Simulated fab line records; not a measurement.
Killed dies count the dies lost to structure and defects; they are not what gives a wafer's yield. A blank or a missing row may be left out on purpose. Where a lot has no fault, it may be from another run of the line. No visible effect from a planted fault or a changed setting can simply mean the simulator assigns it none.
Which of the tools did it? / flow sky130 / 6 lots with 18 wafers sampled at 2 steps, on a route of 708 steps

## WHAT THE GAUGES READ, wafer by wafer
SKY_VT_ADJUST_HVTR_CD_MEAS_07 targets a cd of 380 nm.
lot=L989; measured=day 9 20:30; on=cd sem-02; cd nm (nm)=375.6 377.5 378.9
lot=L991; measured=day 10 08:18; on=cd sem-02; cd nm (nm)=376.2 377.1 377.5
lot=L993; measured=day 10 20:20; on=cd sem-02; cd nm (nm)=382.0 381.6 381.0
lot=L101; measured=day 13 16:44; on=cd sem-02; cd nm (nm)=263.0 261.7 263.3
lot=L105; measured=day 14 23:14; on=cd sem-02; cd nm (nm)=382.0 380.6 383.4
lot=L110; measured=day 16 08:18; on=cd sem-02; cd nm (nm)=379.7 382.3 382.0

## EACH LOT AND THE TOOL THAT RAN IT (in order: tool; ch and the chambers of the sampled wafers; start)
lot=L989; SKY_VT_ADJUST_HVTR_DEVELOP_06=litho track-04 ch 0, day 9 20:21
lot=L991; SKY_VT_ADJUST_HVTR_DEVELOP_06=litho track-04 ch 0, day 10 08:09
lot=L993; SKY_VT_ADJUST_HVTR_DEVELOP_06=litho track-04 ch 0, day 10 20:11
lot=L101; SKY_VT_ADJUST_HVTR_DEVELOP_06=litho track-01 ch 0, day 13 16:35
lot=L105; SKY_VT_ADJUST_HVTR_DEVELOP_06=litho track-04 ch 0, day 14 23:05
lot=L110; SKY_VT_ADJUST_HVTR_DEVELOP_06=litho track-04 ch 0, day 16 08:09
- SKY_VT_ADJUST_HVTR_DEVELOP_06: develop time 60 s.

## THE ANSWER, worked out from the rows above alone
Rule: what is usual is taken from the lots themselves. The widest of any qualifying gaps counts: lots, ordered by their means at a reading, are off when they make up no more than a third of the lots, leave a main group of 4 or more, and stand apart from it by 3 or more times the standard deviation of that group's means. If all means in a main group match to the digits the tables above print for the reading, that group is not used. Also off: a lot with no number at a reading for which 4 or more lots have one. The other lots that the step has rows for count as sound.
Off: L101, at SKY_VT_ADJUST_HVTR_CD_MEAS_07 (cd nm). The main group has a mean of 379.8 nm with a standard deviation of 2.2.
A tool fits if, at a process step before that reading, it ran every lot that is off, and no sound lot after the first of them. The gauges at SKY_VT_ADJUST_HVTR_CD_MEAS_07 are tried like those tools. One candidate fits, namely litho track-01 at SKY_VT_ADJUST_HVTR_DEVELOP_06. It ran no sound lot before its first lot that is off in this sample, so the start can't be narrowed down.

## WHAT THE SIMULATOR HAD PUT IN
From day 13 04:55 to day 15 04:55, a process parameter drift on litho track-01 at SKY_VT_ADJUST_HVTR_DEVELOP_06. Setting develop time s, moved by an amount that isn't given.
Struck lots among those shown: L101. Same finding as the rule above.
